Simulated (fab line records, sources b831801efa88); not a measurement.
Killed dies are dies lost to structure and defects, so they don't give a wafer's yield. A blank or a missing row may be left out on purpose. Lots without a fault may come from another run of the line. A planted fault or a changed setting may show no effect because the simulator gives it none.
A struck lot beside a sound one | flow sky130 | 17 steps out of a route of 708
Sound: wafers L971.1, L971.2, L971.3. Struck: wafers L976.1, L976.5, L976.6. The cause comes at the end.
At each step with rows: each side's tool, then ch and its chambers, then its first start. Under that, the readings that differ: sound wafers | struck wafers | difference of the means | sigmas: that difference in standard deviations of wafers without a fault.
alike: readings whose means differ by less than 2 such deviations, and words and numbers that are the same on both sides. not compared: withheld readings, readings that some wafer has no value for, bounds like >300 that may hide the same value, and numbers for which the record gives no deviation and whose values overlap.
The two part at a step that has a row with sigmas, a row that says differs or no value, or rows on one side only. Numbers that don't overlap but have no deviation are shown without sigmas and don't part them. A reading that every wafer of one side lacks parts them only if that side has two wafers or more.

first, 1 step without rows for these wafers: SKY_VT_ADJUST_LVTN_IMPLANT_19.
SKY_VT_ADJUST_LVTN_STRIP_20: strips in O2/N2.
  sound on plasma_asher-04 ch 0,1, day 9 09:20; struck on plasma_asher-02 ch 0,1, day 10 21:21
  alike: drypump_motor_current_A, o2_flow_sccm, oes_product_au, strip_time_to_endpoint_s
  not compared: rf_hours_counter_h
SKY_VT_ADJUST_LVTN_TW_MEAS_21:
  sound on film_metro-04, day 9 09:26; struck on film_metro-02, day 10 21:27
  alike: VT_ADJUST_LVTN_2_TW
then, 7 steps without rows for these wafers: SKY_VT_ADJUST_NCORE_DEHYDRATE_00 (time 60 s); SKY_VT_ADJUST_NCORE_HMDS_01 (prime time 60 s); SKY_VT_ADJUST_NCORE_COAT_02 (resist thk 1140 nm); SKY_VT_ADJUST_NCORE_SOFTBAKE_03 (time 60 s); SKY_VT_ADJUST_NCORE_EXPOSE_04 (exposes mask LVTN COMPLEMENT THIN, target cd 380 nm); SKY_VT_ADJUST_NCORE_PEB_05; SKY_VT_ADJUST_NCORE_DEVELOP_06 (develop time 60 s).
SKY_VT_ADJUST_NCORE_CD_MEAS_07: target cd 380 nm.
  sound on cd_sem-02, day 10 08:03; struck on cd_sem-01, day 11 20:45
  alike: cd_nm
SKY_VT_ADJUST_NCORE_OVL_MEAS_08:
  sound on overlay-02, day 10 08:10; struck on overlay-02, day 11 20:52
  alike: VT_ADJUST_NCORE_OVL
SKY_VT_ADJUST_NCORE_IMPLANT_09:
  sound on implanter-01 ch 0, day 10 08:12; struck on implanter-03 ch 0, day 11 21:13
SKY_VT_ADJUST_NCORE_STRIP_10: strips in O2/N2.
  sound on plasma_asher-03 ch 0,1, day 10 08:21; struck on plasma_asher-02 ch 0,1, day 11 21:22
  alike: drypump_motor_current_A, o2_flow_sccm, oes_product_au, strip_time_to_endpoint_s
  not compared: rf_hours_counter_h
SKY_VT_ADJUST_NCORE_TW_MEAS_11:
  sound on film_metro-01, day 10 08:27; struck on film_metro-01, day 11 21:41
  reading            | sound             | struck            | difference | sigmas
  VT_ADJUST_NCORE_TW | 221.2 220.5 220.4 | 267.9 270.1 269.3 | +48.4      | +28
then, 1 step without rows for these wafers: SKY_VT_ADJUST_HVTR_DEHYDRATE_00 (time 60 s).
-- the record jumps here: 38 days lie between the struck wafers' starts before and after (it left off in module VT_ADJUST_HVTR and takes up again in module PAD_OPEN, whose first step shown is number 708 of the route) --
SKY_PAD_OPEN_PROBE_99:
  the record has rows for the struck wafers here (prober-01, day 49 23:05) and none for the sound ones

WHERE THEY PART
First at SKY_VT_ADJUST_NCORE_TW_MEAS_11; last, within this record, at SKY_PAD_OPEN_PROBE_99.

WHY: what the simulator had put in
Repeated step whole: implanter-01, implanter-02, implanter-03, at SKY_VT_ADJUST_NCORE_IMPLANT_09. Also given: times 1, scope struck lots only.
